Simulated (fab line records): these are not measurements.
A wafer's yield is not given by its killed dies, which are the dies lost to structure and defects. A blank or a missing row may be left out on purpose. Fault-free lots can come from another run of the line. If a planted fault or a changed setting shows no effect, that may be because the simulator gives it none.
Which tool is to blame? + flow gf180mcu + Sampling: 7 lots, 21 wafers, 2 of 602 route steps

WHAT THE GAUGES SHOWED, per wafer
GF_VT_IMPLANT_OVL_MEAS_29.
| lot  | measured     | on         | VT_IMPLANT_02_OVL (nm) |
|------|--------------|------------|------------------------|
| L982 | day 7 09:40  | overlay-02 | 0.4 0.4 -0.9           |
| L983 | day 7 16:31  | overlay-02 | 0.4 -1.4 0.4           |
| L985 | day 8 07:04  | overlay-02 | -0.8 1.7 -0.5          |
| L987 | day 8 16:23  | overlay-02 | 2.5 1.3 1.0            |
| L989 | day 9 06:25  | overlay-02 | -1.7 -0.5 -2.1         |
| L997 | day 11 13:13 | overlay-02 | - - -                  |
| L102 | day 13 03:04 | overlay-01 | -0.2 -1.0 -3.2         |

EACH LOT AND THE TOOL THAT RAN IT (in order: tool; ch and the chambers of the sampled wafers; start)
| lot  | GF_VT_IMPLANT_DEVELOP_28         |
|------|----------------------------------|
| L982 | lithoTrack-02 ch 0, day 7 09:31  |
| L983 | lithoTrack-01 ch 0, day 7 16:23  |
| L985 | lithoTrack-03 ch 0, day 8 06:55  |
| L987 | lithoTrack-01 ch 0, day 8 16:16  |
| L989 | lithoTrack-01 ch 0, day 9 06:16  |
| L997 | lithoTrack-03 ch 0, day 11 13:04 |
| L102 | lithoTrack-01 ch 0, day 13 02:55 |
- GF_VT_IMPLANT_DEVELOP_28: develop time 60 s.

THE ANSWER, worked out from the rows above alone
Rule: the usual values come from the lots themselves. Put in order of their means at a reading, lots are off if they are a third of the lots or fewer, leave a main group of 4 or more, and stand apart from it by a gap of 3 or more times the standard deviation of the main group's means; of several such gaps the widest counts. A main group whose means are all the same, to the digits that the tables above print for the reading, isn't used. Also off: a lot with no number at a reading for which 4 or more lots have one. The other lots that the step has rows for count as sound.
Off: L997, seen at GF_VT_IMPLANT_OVL_MEAS_29 (VT_IMPLANT_02_OVL). Without a number there: L997. The main group: mean -0.2 nm, standard deviation 1.
A tool fits if, at a process step before that reading, it ran every lot that is off, and no sound lot after the first of them. Gauges at GF_VT_IMPLANT_OVL_MEAS_29: tried the same way as those tools. 2 tools fit, lithoTrack-03 at GF_VT_IMPLANT_DEVELOP_28 and overlay-02 at GF_VT_IMPLANT_OVL_MEAS_29, so this cannot tell which one it is.

WHAT THE SIMULATOR HAD INSERTED
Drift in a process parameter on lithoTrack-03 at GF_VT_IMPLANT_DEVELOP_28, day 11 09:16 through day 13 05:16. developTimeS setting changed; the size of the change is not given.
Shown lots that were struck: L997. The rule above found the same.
